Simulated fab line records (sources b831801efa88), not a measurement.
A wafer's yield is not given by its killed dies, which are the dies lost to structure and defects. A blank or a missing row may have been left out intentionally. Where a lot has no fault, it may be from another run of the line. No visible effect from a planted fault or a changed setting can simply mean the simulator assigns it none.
fab line records	flow sky130
record: lots: 6	wafers: 18	last-day: 48
route steps=708 shown METAL5@669 PASSIVATION@681 PAD_OPEN@694
lots that met no fault: from a run of the same line without faults
start-h: hours from the record's opening day to when the first of the lot's shown wafers began	wait-h: hours elapsed since this lot's preceding step	" identical to the entry in the row above	L1.1+2: several wafers, shown together as one row	- no value present, or no start provided	* or withheld: withheld	< > ~ a bound
route shown NAME@n: NAME is a module with steps in the file, n the number in the route of the first one	usual: mean/standard deviation of fault-free wafers	same: alike in all rows	chamber/n: place in a boat	sites: per-site readings	_std_site: the values' standard deviation	_edge_site: mean of outer sites minus mean of inner sites	radius-mm: for every site, how far away it sits from the centre of the wafer	mask NAME#n: copy n	behind: the last tool/chamber to shape the wafer	hold: the reason the lot was held/the length of the hold in hours/how it ended	device: the n, p or np transistor that did not switch	end of line: the same wafers' tests at the end of the route	a step without rows: its recipe alone	killed: not the wafer's yield, but the dies lost to structure and defects at the first sort	map: dies across one wafer; x = killed, . = not, _ = none there
set.NAME: the setting the step ran with; set.NAME@STEP: the setting that earlier step ran with	model.NAME: the simulator's own value behind a step, which no gauge read
lots at some steps of the route; a table a step, a row a wafer
services: the hour from which a tool's chamber was out of use, counted from the record's first day as start-h (under 0 if before that day), plus the number of hours and why
== steps ==
step: SKY_METAL5_HMDS_08
recipe: prime-time-s: 60	prime-temp-c: 120
step: SKY_METAL5_COAT_09
recipe: resist: NOVOLAK	spin-rpm: 3000	resist-thk-nm: 1800
step: SKY_METAL5_SOFTBAKE_10
recipe: temp-c: 90	time-s: 60	resist: NOVOLAK
step: SKY_METAL5_EXPOSE_11
recipe: mask-id: MM5	na: 0.6	source-shape: conventional	sigma-outer: 0.6	polarization: unpolarized	target-cd-nm: 1600	dose-mj: 190
step: SKY_METAL5_PEB_12
recipe: temp-c: withheld	time-s: *	resist: NOVOLAK
step: SKY_METAL5_DEVELOP_13
recipe: resist: NOVOLAK	developer: TMAH	develop-time-s: 60	dev-temp-c: 23
step: SKY_METAL5_DESCUM_14
recipe: chemistry: O2	source-power-w: 150	bias-power-w: 0	pressure-mtorr: 10	temp-c: 40	time-s: 11
step: SKY_METAL5_METAL_ETCH_15
recipe: target-depth-a: 12600	stop-on: SiO2	over-etch-frac: 0.2	time-s: 239.8	chemistry: Cl2/BCl3	resist-sidewall-deg: 86	pressure-mtorr: 10	icp-w: 900	bias-w: 48.5	Cl2_flow_sccm: 60	bcl3-flow-sccm: 30
step: SKY_METAL5_STRIP_16
recipe: chemistry: O2/N2	power-w: 1400	pressure-mtorr: 1500	platen-temp-c: withheld	o2-flow-sccm: 3000	n2-flow-sccm: 300	overash-fraction: 0.5
usual: drypump-motor-current-A: 6.02/0.23	o2-flow-sccm: 3001/8.8	oes-product-au: 0.711/0.0046	strip-time-to-endpoint-s: 13.50/0.17
lot.wafer	tool	chamber	start-h	wait-h	drypump-motor-current-A	o2-flow-sccm	oes-product-au	rf-hours-counter-h	strip-time-to-endpoint-s
L697.2	plasma-asher-01	1	1022.03	0.2	6.10	3000	0.710	120	13.28
L697.4	"	1	"	"	6.06	2991	0.707	-	13.67
L697.6	"	1	"	"	6.07	3004	0.711	-	13.70
L701.1	plasma-asher-04	0	1066.74	0.2	6.02	2994	0.716	29	13.52
L701.3	"	1	"	"	6.28	3001	0.724	-	13.56
L701.6	"	0	"	"	6.04	3005	0.713	-	13.32
L703.1	plasma-asher-02	0	1074.54	0.2	5.94	2991	0.713	65	13.75
L703.4	"	0	"	"	5.93	3002	0.713	-	13.37
L703.5	"	0	"	"	5.93	2991	0.707	-	13.29
L704.1	plasma-asher-02	1	1086.13	0.2	5.54	2993	0.705	66	13.71
L704.5	"	0	"	"	5.97	2996	0.708	-	13.45
L704.6	"	1	"	"	5.55	2990	0.699	-	13.71
L705.1	plasma-asher-01	1	1090.32	0.2	6.12	2993	0.711	3	13.25
L705.4	"	1	"	"	6.09	2995	0.716	-	13.30
L705.6	"	0	"	"	6.14	3004	0.710	-	13.66
L709.1	plasma-asher-02	0	1113.18	0.2	5.90	2995	0.706	69	13.78
L709.4	"	0	"	"	5.93	2995	0.718	-	13.76
L709.6	"	1	"	"	5.54	2991	0.712	-	13.46
step: SKY_METAL5_STRIP_17
recipe: chemistry: post-etch-residue-remover	time-s: 1200	temp-c: 72.5
step: SKY_METAL5_CLEAN_18
recipe: chemistry: IPA	time-s: 180	temp-c: 25
step: SKY_METAL5_CLEAN_19
recipe: chemistry: O3/DIW	dry: n2-spin
step: SKY_PASSIVATION_CVD_00
recipe: material: SiO2	target-thk-nm: 90	temp-c: 400	time-s: withheld	rf-w: 600
usual: heater-power-w: 701/81
lot.wafer	tool	chamber	start-h	wait-h	heater-power-w
L697.2	pecvd-03	1	1022.67	0.0	656
L697.4	"	1	"	"	666
L697.6	"	0	"	"	856
L701.1	pecvd-02	0	1067.33	0.0	620
L701.3	"	1	"	"	692
L701.6	"	2	"	"	767
L703.1	pecvd-03	2	1075.14	0.0	691
L703.4	"	1	"	"	598
L703.5	"	0	"	"	806
L704.1	pecvd-02	0	1086.79	0.0	628
L704.5	"	0	"	"	605
L704.6	"	1	"	"	722
L705.1	pecvd-04	2	1090.92	0.0	702
L705.4	"	1	"	"	600
L705.6	"	0	"	"	824
L709.1	pecvd-02	1	1114.47	0.0	657
L709.4	"	2	"	"	607
L709.6	"	1	"	"	660
step: SKY_PASSIVATION_THK_MEAS_01
recipe: reads: SiO2_of_PASSIVATION_CVD_00
usual: PASSIVATION_CVD_00_THK: 90.1/1.2
lot.wafer	tool	chamber	start-h	wait-h	PASSIVATION_CVD_00_THK[nm]
L697.2	film-metro-03	-	1022.70	-	89.9
L697.4	"	-	"	"	90.1
L697.6	"	-	"	"	90.2
L701.1	film-metro-01	-	1067.35	-	89.6
L701.3	"	-	"	"	88.0
L701.6	"	-	"	"	91.4
L703.1	film-metro-01	-	1075.16	-	90.5
L703.4	"	-	"	"	92.3
L703.5	"	-	"	"	91.3
L704.1	film-metro-02	-	1086.81	-	89.7
L704.5	"	-	"	"	89.9
L704.6	"	-	"	"	90.5
L705.1	film-metro-03	-	1090.94	-	89.7
L705.4	"	-	"	"	89.7
L705.6	"	-	"	"	88.7
L709.1	film-metro-01	-	1114.51	-	89.9
L709.4	"	-	"	"	91.7
L709.6	"	-	"	"	91.7
step: SKY_PASSIVATION_CVD_02
recipe: material: Si3N4	target-thk-nm: 540	temp-c: 400	time-s: withheld	rf-w: 450
usual: heater-power-w: 754/89
lot.wafer	tool	chamber	start-h	wait-h	heater-power-w
L697.2	pecvd-04	2	1022.75	0.0	757
L697.4	"	0	"	"	743
L697.6	"	2	"	"	798
L701.1	pecvd-03	2	1067.41	0.1	758
L701.3	"	1	"	"	690
L701.6	"	1	"	"	712
L703.1	pecvd-02	2	1075.22	0.1	775
L703.4	"	0	"	"	741
L703.5	"	2	"	"	805
L704.1	pecvd-04	1	1086.87	0.1	711
L704.5	"	0	"	"	899
L704.6	"	2	"	"	746
L705.1	pecvd-03	0	1091.00	0.1	912
L705.4	"	0	"	"	954
L705.6	"	1	"	"	681
L709.1	pecvd-03	0	1114.57	0.1	827
L709.4	"	1	"	"	585
L709.6	"	0	"	"	842
step: SKY_PASSIVATION_THK_MEAS_03
recipe: reads: Si3N4_of_PASSIVATION_CVD_02
usual: PASSIVATION_CVD_02_THK: 540/7.3
lot.wafer	tool	chamber	start-h	wait-h	PASSIVATION_CVD_02_THK[nm]
L697.2	film-metro-01	-	1023.10	-	535
L697.4	"	-	"	"	532
L697.6	"	-	"	"	533
L701.1	film-metro-03	-	1067.64	-	544
L701.3	"	-	"	"	537
L701.6	"	-	"	"	548
L703.1	film-metro-01	-	1075.44	-	531
L703.4	"	-	"	"	541
L703.5	"	-	"	"	549
L704.1	film-metro-03	-	1087.10	-	536
L704.5	"	-	"	"	530
L704.6	"	-	"	"	536
L705.1	film-metro-03	-	1091.33	-	533
L705.4	"	-	"	"	548
L705.6	"	-	"	"	545
L709.1	film-metro-01	-	1114.80	-	544
L709.4	"	-	"	"	555
L709.6	"	-	"	"	544
step: SKY_PASSIVATION_DEHYDRATE_04
recipe: temp-c: 200	time-s: 60
step: SKY_PASSIVATION_HMDS_05
recipe: prime-time-s: 60	prime-temp-c: 120
step: SKY_PASSIVATION_COAT_06
recipe: spin-rpm: 2000	resist-thk-nm: 3000
step: SKY_PASSIVATION_SOFTBAKE_07
recipe: temp-c: 110	time-s: withheld
step: SKY_PASSIVATION_EXPOSE_08
recipe: mask-id: NSM	target-cd-nm: 3000	na: 0.57	dose-mj: 260
step: SKY_PASSIVATION_PEB_09
recipe: temp-c: 115	time-s: withheld
step: SKY_PASSIVATION_DEVELOP_10
recipe: develop-time-s: 60	dev-temp-c: 23
step: SKY_PASSIVATION_ETCH_11
recipe: chemistry: CF4/O2	target-depth-nm: 725	stop-on: AlCu	source-w: 800	bias-w: 150	pressure-mtorr: 150	cf4-flow-sccm: 80	O2_flow_sccm: 10	time-s: 161.1
usual: drypump-motor-current-A: 5.8/0.32	oes-product-au: 0.978/0.0072	throttle-valve-pct: 5.965/0.01
lot.wafer	tool	chamber	start-h	wait-h	drypump-motor-current-A	oes-product-au	rf-hours-counter-h	throttle-valve-pct
L697.2	rie-diel-01	2	1045.03	-	6.0	0.970	17	5.970
L697.4	"	3	"	"	6.3	0.981	18	5.970
L697.6	"	2	"	"	6.0	0.970	-	5.958
L701.1	rie-diel-03	3	1088.30	-	6.0	0.988	18	5.961
L701.3	"	2	"	"	5.9	0.976	26	5.978
L701.6	"	1	"	"	6.0	0.991	-	5.962
L703.1	rie-diel-01	3	1095.20	-	6.3	0.975	20	5.961
L703.4	"	0	"	"	5.5	0.981	18	5.964
L703.5	"	2	"	"	6.0	0.989	-	5.970
L704.1	rie-diel-03	2	1107.01	-	5.9	0.968	26	5.964
L704.5	"	0	"	"	5.5	0.974	-	5.938
L704.6	"	3	"	"	6.0	0.971	-	5.970
L705.1	rie-diel-03	0	1111.40	-	5.6	0.974	16	5.970
L705.4	"	3	"	"	6.1	0.982	18	5.975
L705.6	"	3	"	"	6.1	0.980	-	5.966
L709.1	rie-diel-03	0	1132.96	-	5.6	0.979	17	5.967
L709.4	"	3	"	"	6.0	0.978	19	5.965
L709.6	"	3	"	"	6.0	0.977	-	5.957
step: SKY_PASSIVATION_STRIP_12
recipe: chemistry: O2/N2	power-w: 1400	pressure-mtorr: 1500	platen-temp-c: withheld	overash-fraction: 0.7	o2-flow-sccm: 3000	n2-flow-sccm: 300
usual: drypump-motor-current-A: 6.13/0.2	o2-flow-sccm: 3003/9.4	oes-product-au: 0.660/0.0046	strip-time-to-endpoint-s: 31.51/0.12
lot.wafer	tool	chamber	start-h	wait-h	drypump-motor-current-A	o2-flow-sccm	oes-product-au	rf-hours-counter-h	strip-time-to-endpoint-s
L697.2	plasma-asher-03	0	1045.13	0.1	6.44	3003	0.664	89	31.34
L697.4	"	0	"	"	6.48	2990	0.654	-	31.32
L697.6	"	1	"	"	5.79	3020	0.656	-	31.36
L701.1	plasma-asher-01	0	1088.41	0.1	6.16	2996	0.657	2	31.58
L701.3	"	1	"	"	6.12	3006	0.653	-	31.46
L701.6	"	0	"	"	6.15	3004	0.664	-	31.43
L703.1	plasma-asher-01	1	1095.31	0.1	6.13	3007	0.660	3	31.72
L703.4	"	1	"	"	6.13	3002	0.663	-	31.48
L703.5	"	1	"	"	6.12	3006	0.662	-	31.60
L704.1	plasma-asher-01	0	1107.12	0.1	6.16	3003	0.654	4	31.51
L704.5	"	0	"	"	6.16	2996	0.664	-	31.62
L704.6	"	1	"	"	6.08	3001	0.652	-	31.46
L705.1	plasma-asher-01	1	1111.51	0.1	6.12	3021	0.663	5	31.44
L705.4	"	1	"	"	6.07	3022	0.655	-	31.53
L705.6	"	1	"	"	6.09	3018	0.663	-	31.59
L709.1	plasma-asher-04	1	1133.07	0.1	6.27	2998	0.669	35	31.47
L709.4	"	1	"	"	6.23	3008	0.657	-	31.59
L709.6	"	1	"	"	6.26	2987	0.666	-	31.80
step: SKY_PAD_OPEN_DEHYDRATE_00
recipe: temp-c: 200	time-s: 60
step: SKY_PAD_OPEN_HMDS_01
recipe: prime-time-s: 60	prime-temp-c: 120
step: SKY_PAD_OPEN_COAT_02
recipe: spin-rpm: 2000	resist-thk-nm: 3000
step: SKY_PAD_OPEN_SOFTBAKE_03
recipe: temp-c: 110	time-s: withheld
step: SKY_PAD_OPEN_EXPOSE_04
recipe: mask-id: PDM	target-cd-nm: 60000	na: 0.57	dose-mj: 260
step: SKY_PAD_OPEN_PEB_05
recipe: temp-c: 115	time-s: withheld
step: SKY_PAD_OPEN_DEVELOP_06
recipe: develop-time-s: 60	dev-temp-c: 22.15
step: SKY_PAD_OPEN_ETCH_07
recipe: chemistry: CF4/O2	target-depth-nm: 725	stop-on: AlCu	source-w: 800	bias-w: 150	pressure-mtorr: 150	cf4-flow-sccm: 80	O2_flow_sccm: 10	time-s: 161.1
usual: drypump-motor-current-A: 5.6/0.42	oes-product-au: 0.978/0.0072	throttle-valve-pct: 5.964/0.0092
lot.wafer	tool	chamber	start-h	wait-h	drypump-motor-current-A	oes-product-au	rf-hours-counter-h	throttle-valve-pct
L697.2	rie-diel-03	1	1066.11	-	6.0	0.968	21	5.966
L697.4	"	0	"	"	5.6	0.972	15	5.967
L697.6	"	1	"	"	6.0	0.973	-	5.967
L701.1	rie-diel-03	0	1108.03	-	5.6	0.969	16	5.970
L701.3	"	2	"	"	5.9	0.985	26	5.967
L701.6	"	2	"	"	5.9	0.984	-	5.960
L703.1	rie-diel-03	0	1113.26	-	5.5	0.966	17	5.960
L703.4	"	1	"	"	6.0	0.980	22	5.946
L703.5	"	3	"	"	6.0	0.983	-	5.956
L704.1	rie-diel-03	3	1122.18	-	6.0	0.974	19	5.970
L704.5	"	2	"	"	5.9	0.972	-	5.964
L704.6	"	0	"	"	5.6	0.967	-	5.951
L705.1	rie-diel-03	3	1130.88	-	6.1	0.976	19	5.962
L705.4	"	1	"	"	6.0	0.988	23	5.961
L705.6	"	1	"	"	6.0	0.986	-	5.976
L709.1	rie-diel-02	1	1152.28	-	5.5	0.982	23	5.971
L709.4	"	0	"	"	5.7	0.992	19	5.960
L709.6	"	1	"	"	5.5	0.990	-	5.959
step: SKY_PAD_OPEN_STRIP_08
recipe: chemistry: O2/N2	power-w: 1400	pressure-mtorr: 1500	platen-temp-c: withheld	overash-fraction: 0.7	o2-flow-sccm: 3000	n2-flow-sccm: 300
step: SKY_PAD_OPEN_STRIP_09
recipe: chemistry: post-etch-residue-remover	time-s: 1200	temp-c: 72.5
step: SKY_PAD_OPEN_CLEAN_10
recipe: chemistry: IPA	time-s: 180	temp-c: 25
step: SKY_PAD_OPEN_CLEAN_11
recipe: chemistry: O3/DIW	dry: n2-spin
step: SKY_PAD_OPEN_ANNEAL_12
recipe: temp-c: 400	time-s: withheld	ambient: N2/H2	idle-temp-c: 300	ramp-up-c-per-min: 8	ramp-down-c-per-min: 4
step: SKY_PAD_OPEN_BOW_MEAS_13
recipe: mode: bow
usual: PAD_OPEN_BOW: 46/10
lot.wafer	tool	chamber	start-h	wait-h	PAD_OPEN_BOW[um]
L697.2	film-metro-02	-	1068.33	-	52
L697.4	"	-	"	"	48
L697.6	"	-	"	"	54
L701.1	film-metro-01	-	1110.49	-	56
L701.3	"	-	"	"	47
L701.6	"	-	"	"	52
L703.1	film-metro-04	-	1116.04	-	52
L703.4	"	-	"	"	43
L703.5	"	-	"	"	49
L704.1	film-metro-04	-	1124.40	-	36
L704.5	"	-	"	"	20
L704.6	"	-	"	"	34
L705.1	film-metro-02	-	1133.08	-	28
L705.4	"	-	"	"	40
L705.6	"	-	"	"	26
L709.1	film-metro-04	-	1154.59	-	35
L709.4	"	-	"	"	47
L709.6	"	-	"	"	53
step: SKY_PAD_OPEN_PROBE_99
usual: defect-limited-yield: 82.5/1.9	killed_at_M0_to_M3: 44/7.3	killed_at_M4_up: 3.1/1.9	killed-at-contacts: 24/5.3	killed-at-front-end: 15/4	killed-at-other: 0.4/0.6	killed-dies: 86/9.2	killed-open: 47/6.9	killed-short: 39/6.9	sort_bin_3_pad_short: 0.8/0.41	sort_bin_5_function: 10.6/1.5	sort_bin_6_memory: 6.1/1.1	sort-n-pass: 406/9.2	sort-yield-pct: 82.5/1.9
same: gross-dies: 492	killed-at-back-side: 0	sort_bin_4_leakage[%]: 0	sort_bin_8_speed[%]: 0
lot.wafer	tool	chamber	start-h	wait-h	defect-limited-yield[%]	killed_at_M0_to_M3	killed_at_M4_up	killed-at-contacts	killed-at-front-end	killed-at-other	killed-dies	killed-open	killed-short	sort_bin_3_pad_short[%]	sort_bin_5_function[%]	sort_bin_6_memory[%]	sort-n-pass	sort-yield-pct[%]	model.etest.tester.sort-n-pass	model.etest.tester.sort-yield-pct	model.etest.tester.sort_bin_5_pct	model.etest.tester.sort_bin_3_pct
L701.1	prober-01	-	1110.61	0.1	84.8	40	3	16	16	0	75	41	34	0.4	9.3	5.5	417	84.8	417	84.76	9.35	0.4065
L701.3	prober-01	-	1110.71	0.2	83.1	49	2	16	16	0	83	48	34	1.4	9.8	5.7	409	83.1	409	83.13	9.756	1.423
L701.6	prober-01	-	1110.86	0.2	84.6	41	1	20	14	0	76	46	30	0.8	9.6	5.1	416	84.6	416	84.55	9.553	0.813
L703.1	prober-01	-	1116.16	0.1	83.1	41	2	22	18	0	83	47	36	0.6	9.1	7.1	409	83.1	409	83.13	9.146	0.6098
L703.4	prober-01	-	1116.31	0.2	80.9	46	8	27	12	1	94	42	51	1.6	10.8	6.7	398	80.9	398	80.89	10.77	1.626
L703.5	prober-01	-	1116.36	0.2	81.9	30	1	37	20	1	89	49	39	1.0	12.0	5.1	403	81.9	403	81.91	11.99	1.016
L704.1	prober-02	-	1124.52	0.1	73.6	38	2	24	16	50	130	49	31	2.8	18.3	5.3	362	73.6	362	73.58	18.29	2.846
L704.5	prober-02	-	1124.72	0.2	74.8	29	2	25	13	55	124	39	30	3.3	14.2	7.7	368	74.8	368	74.8	14.23	3.252
L704.6	prober-02	-	1124.77	0.2	71.1	46	4	22	18	52	142	53	37	2.6	17.9	8.3	350	71.1	350	71.14	17.89	2.642
L705.1	prober-01	-	1133.20	0.1	81.3	45	4	22	21	0	92	57	35	0.6	12.0	6.1	400	81.3	400	81.3	11.99	0.6098
L705.4	prober-01	-	1133.35	0.2	81.5	46	6	27	12	0	91	52	39	1.0	10.0	7.5	401	81.5	401	81.5	9.959	1.016
L705.6	prober-01	-	1133.45	0.2	83.9	36	2	34	7	0	79	46	33	0.2	9.6	6.3	413	83.9	413	83.94	9.553	0.2033
L709.1	prober-02	-	1154.71	0.1	72.8	39	2	27	18	48	134	40	47	2.2	18.5	6.5	358	72.8	358	72.76	18.5	2.236
L709.4	prober-02	-	1154.86	0.2	75.8	40	2	17	16	44	119	43	31	3.5	15.4	5.3	373	75.8	373	75.81	15.45	3.455
L709.6	prober-02	-	1154.96	0.2	72.2	35	5	29	17	51	137	49	37	3.7	16.7	7.5	355	72.2	355	72.15	16.67	3.659
killed by level:class
L701.1 VIA3:geometric-particle:open=10 VIA1:geometric-particle:open=9 FIELD_ISO:geometric-particle:short=5 CONTACT:geometric-particle:open=5 CONTACT:geometric-particle:short=5 FIELD_ISO:geometric-particle:open=3 SPACER:geometric-particle:open=3 METAL1:geometric-particle:short=3
L701.3 VIA1:geometric-particle:open=14 VIA3:geometric-particle:open=8 METAL2:geometric-particle:short=7 LI_CONTACT:geometric-particle:open=6 POLY_GATE:geometric-particle:open=5 VIA2:geometric-particle:open=5 VIA2:geometric-particle:short=4 CONTACT:geometric-particle:open=4
L701.6 VIA1:geometric-particle:open=14 LI_CONTACT:geometric-particle:open=7 VIA2:geometric-particle:open=6 VIA3:geometric-particle:open=6 CONTACT:geometric-particle:open=5 FIELD_ISO:geometric-particle:short=4 CONTACT:geometric-particle:short=4 METAL2:geometric-particle:short=4
L703.1 VIA1:geometric-particle:open=13 LI_CONTACT:geometric-particle:open=8 POLY_GATE:geometric-particle:open=7 VIA2:geometric-particle:short=6 CONTACT:geometric-particle:short=5 METAL1:geometric-particle:short=5 VIA2:geometric-particle:open=5 LOCAL_INTERCONNECT:geometric-particle:short=4
L703.4 VIA2:geometric-particle:open=8 METAL1:geometric-particle:short=7 LI_CONTACT:geometric-particle:open=7 CONTACT:geometric-particle:open=7 VIA2:geometric-particle:short=7 VIA1:geometric-particle:open=6 METAL2:geometric-particle:short=5 LI_CONTACT:geometric-particle:short=5
L703.5 LI_CONTACT:geometric-particle:open=10 CONTACT:geometric-particle:open=8 CONTACT:geometric-particle:short=8 FIELD_ISO:geometric-particle:open=6 POLY_GATE:geometric-particle:open=5 LI_CONTACT:geometric-particle:short=5 FIELD_ISO:geometric-particle:short=4 LOCAL_INTERCONNECT:geometric-particle:short=4
L704.1 PASSIVATION:unspecified=50 CONTACT:geometric-particle:open=10 VIA2:geometric-particle:open=10 VIA1:geometric-particle:open=6 LI_CONTACT:geometric-particle:open=5 VIA1:geometric-particle:short=5 FIELD_ISO:geometric-particle:short=4 FIELD_ISO:geometric-particle:open=4
L704.5 PASSIVATION:unspecified=55 CONTACT:geometric-particle:open=9 VIA2:geometric-particle:open=6 LI_CONTACT:geometric-particle:open=5 VIA1:geometric-particle:open=5 POLY_GATE:geometric-particle:open=4 LI_CONTACT:geometric-particle:short=4 LOCAL_INTERCONNECT:geometric-particle:short=4
L704.6 PASSIVATION:unspecified=52 CONTACT:geometric-particle:open=12 FIELD_ISO:geometric-particle:open=8 VIA3:geometric-particle:open=7 VIA1:geometric-particle:open=7 METAL1:geometric-particle:short=5 VIA2:geometric-particle:open=5 METAL3:geometric-particle:short=5
L705.1 VIA1:geometric-particle:open=10 VIA2:geometric-particle:short=8 VIA3:geometric-particle:open=8 FIELD_ISO:geometric-particle:open=7 LI_CONTACT:geometric-particle:open=7 CONTACT:geometric-particle:short=7 CONTACT:geometric-particle:open=7 VIA2:geometric-particle:open=4
L705.4 VIA1:geometric-particle:open=14 LI_CONTACT:geometric-particle:open=8 VIA2:geometric-particle:open=8 CONTACT:geometric-particle:open=6 CONTACT:geometric-particle:short=6 LOCAL_INTERCONNECT:geometric-particle:short=5 VIA1:geometric-particle:short=4 METAL2:geometric-particle:open=4
L705.6 LOCAL_INTERCONNECT:geometric-particle:short=10 CONTACT:geometric-particle:open=9 VIA1:geometric-particle:open=9 LI_CONTACT:geometric-particle:open=8 VIA3:geometric-particle:open=8 METAL2:geometric-particle:short=6 CONTACT:geometric-particle:short=5 VIA2:geometric-particle:open=5
L709.1 PASSIVATION:unspecified=47 CONTACT:geometric-particle:open=9 VIA2:geometric-particle:open=8 CONTACT:geometric-particle:short=6 VIA1:geometric-particle:open=6 VIA3:geometric-particle:short=6 VIA3:geometric-particle:open=6 FIELD_ISO:geometric-particle:short=5
L709.4 PASSIVATION:unspecified=44 VIA2:geometric-particle:open=11 FIELD_ISO:geometric-particle:open=6 LI_CONTACT:geometric-particle:open=6 CONTACT:geometric-particle:open=5 VIA2:geometric-particle:short=5 METAL1:geometric-particle:short=5 VIA1:geometric-particle:open=5
L709.6 PASSIVATION:unspecified=51 LI_CONTACT:geometric-particle:open=11 CONTACT:geometric-particle:open=9 VIA1:geometric-particle:open=5 VIA2:geometric-particle:open=5 VIA3:geometric-particle:open=5 VIA1:geometric-particle:short=4 METAL2:geometric-particle:short=4
map L704.6 (x killed, . not)
__________.........x_________
________....x.....x..._______
______..x.....xx.....xx._____
_____...x....x.x.........____
____....xx...............x___
___..x......xxx........xx.x__
__.x.x.x.x.xx.........x....._
_............x.........x.x.x.
_..xxx......xx.x.x..xx.......
_..xxx....x..x.......xx...x..
_.xx..x..............x.x.....
_..........x.......xx.xx...x.
_..x....x.x........xxxxxxxx..
_......x..x.x..xx..xxxxxxx.x.
_..x......x......xxxxxxxxxx..
__....x........x..xxxxxxxxxx_
___....xx......x.xxxxxxxxx.__
____........x...x.x.xxxx.x___
_____..x...x..x...xxxx...____
______...x..........xx.._____
________...x......x..._______
__________.......xx._________
map L709.6 (x killed, . not)
__________...x....xx_________
________x...x........._______
______x.......x........._____
_____.x..x....x.x........____
____....x....xx...x.xx....___
___...xx.x........x.....x.x__
__......x...x..xxx......x..._
_.......xx......xx....xx...x.
_......xx....x..x.x..........
_.....x......x..x..........xx
_..x..x..............x...x...
_...xx......x...xx.x..xxx.xx.
_..x.x...xx.......xx.xxxx....
_..........x..x....xxxxxxxx.x
_.x..xx.x.x......xxxxxxxxxx..
__.x.............xxxxxxxxxx._
___x......x..x...x..xxxxxx.__
____........xx.x..xx.xx...___
_____...x...x........x.xx____
______.x........x....x.._____
________x......x....x._______
__________......x..._________
== services ==
tool	chamber	start-h	hours	kind
pecvd-03	0	1004.51	6.2	repair
pecvd-04	-	1013.90	1.2	repair
rie-diel-02	1	1026.41	9.4	repair
rie-diel-01	2	1047.87	7.3	repair
pecvd-03	-	1052.02	2.8	pm
rie-diel-02	-	1052.24	15.6	pm
plasma-asher-01	-	1055.25	9.0	pm
pecvd-02	2	1063.48	2.5	repair
pecvd-04	1	1065.07	4.0	repair
rie-diel-03	-	1074.05	0.7	repair
rie-diel-01	0	1078.34	1.3	repair
plasma-asher-02	-	1081.92	1.0	repair
rie-diel-02	2	1086.27	10.0	repair
pecvd-03	2	1087.92	3.4	repair
rie-diel-03	2	1089.78	10.4	repair
rie-diel-03	-	1099.49	0.6	repair
rie-diel-02	3	1101.14	14.8	repair
plasma-asher-04	-	1113.86	2.3	repair
pecvd-04	-	1116.62	6.0	pm
pecvd-02	-	1119.13	4.3	pm
rie-diel-03	1	1121.95	1.2	repair
plasma-asher-02	-	1129.80	4.1	repair
plasma-asher-03	-	1134.10	2.8	pm
plasma-asher-04	-	1141.20	5.0	repair
== key ==
first-sign: step: SKY_PAD_OPEN_PROBE_99	reading: killed-at-other	direction: up	sigmas: 50	usual: 0.4	struck: 50
effect: step: SKY_PAD_OPEN_PROBE_99	reading: sort_bin_3_pad_short	direction: up	sigmas: 5.3	usual: 0.8	struck: 3.0
model-effect: step: SKY_PAD_OPEN_PROBE_99	value: etest.tester.sort-n-pass	without: 403.8	struck: 361
met-at SKY_PASSIVATION_CVD_00
struck-wafers L704.1,L704.5,L704.6,L709.1,L709.4,L709.6
onset-between 1067.33 1086.79
also-fits SKY_METAL5_STRIP_16:plasma-asher-02
fault: kind: chamber-particle-source	tool: pecvd-02	chamber: -	onset-h: 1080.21	steps: SKY_PASSIVATION_CVD_00	rate-per-visit-cm2: 0.76487	end-h: 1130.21
